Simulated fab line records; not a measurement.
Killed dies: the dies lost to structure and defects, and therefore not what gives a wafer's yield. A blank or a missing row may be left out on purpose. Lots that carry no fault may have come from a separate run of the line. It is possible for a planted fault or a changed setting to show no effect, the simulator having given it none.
What tool caused it?    flow sky130    11 lots with 33 wafers sampled at 2 steps, on a route of 708 steps

WHAT EACH GAUGE READ, for each wafer
SKY_LI_CONTACT_THK_MEAS_01.
lot   measured      on             LI_CONTACT_HDPCVD_THK (nm)
L988  day 28 16:59  film_metro-02  904 916 908
L991  day 29 17:49  film_metro-01  933 932 934
L994  day 30 22:07  film_metro-01  698 723 716
L996  day 31 20:14  film_metro-03  728 731 729
L997  day 32 08:58  film_metro-01  725 725 721
L998  day 32 15:34  film_metro-02  735 720 735
L101  day 33 22:01  film_metro-03  928 936 924
L103  day 33 23:17  film_metro-01  915 926 928
L104  day 34 07:46  film_metro-01  930 933 925
L106  day 34 14:55  film_metro-03  907 925 921
L109  day 35 14:03  film_metro-01  931 937 920

WHAT TOOL EACH LOT RAN ON (gives the tool, then ch and the chambers of the sampled wafers, and finally the start)
lot   SKY_LI_CONTACT_HDPCVD_00
L988  hdpcvd-02 ch 0,2, day 28 16:53
L991  hdpcvd-02 ch 1,2, day 29 17:40
L994  hdpcvd-02 ch 1,2, day 30 22:01
L996  hdpcvd-02 ch 0,1,2, day 31 20:08
L997  hdpcvd-02 ch 1,2, day 32 08:50
L998  hdpcvd-02 ch 0,1, day 32 15:28
L101  hdpcvd-01 ch 0,1, day 33 21:55
L103  hdpcvd-01 ch 0,1,2, day 33 23:05
L104  hdpcvd-01 ch 0,1,2, day 34 07:40
L106  hdpcvd-01 ch 0,1,2, day 34 14:47
L109  hdpcvd-01 ch 0,1, day 35 13:56
- SKY_LI_CONTACT_HDPCVD_00: deposits PSG, target thk 930 nm, time 155 s.

THE ANSWER, worked out from the rows above alone
Rule: the lots themselves supply what counts as usual. Put in order of their means at a reading, lots are off if they are a third of the lots or fewer, leave a main group of 4 or more, and stand apart from it by a gap of 3 or more times the standard deviation of the main group's means; of several such gaps the widest counts. A main group is skipped when, at the precision printed for the reading in the tables above, its means are all equal. Also off: a lot with no number at a reading for which 4 or more lots have one. Where the step has rows for the other lots, those lots are counted as sound.
Nothing can be told from this: no lot is off at any reading shown.

WHAT HAD BEEN PUT IN BY THE SIMULATOR
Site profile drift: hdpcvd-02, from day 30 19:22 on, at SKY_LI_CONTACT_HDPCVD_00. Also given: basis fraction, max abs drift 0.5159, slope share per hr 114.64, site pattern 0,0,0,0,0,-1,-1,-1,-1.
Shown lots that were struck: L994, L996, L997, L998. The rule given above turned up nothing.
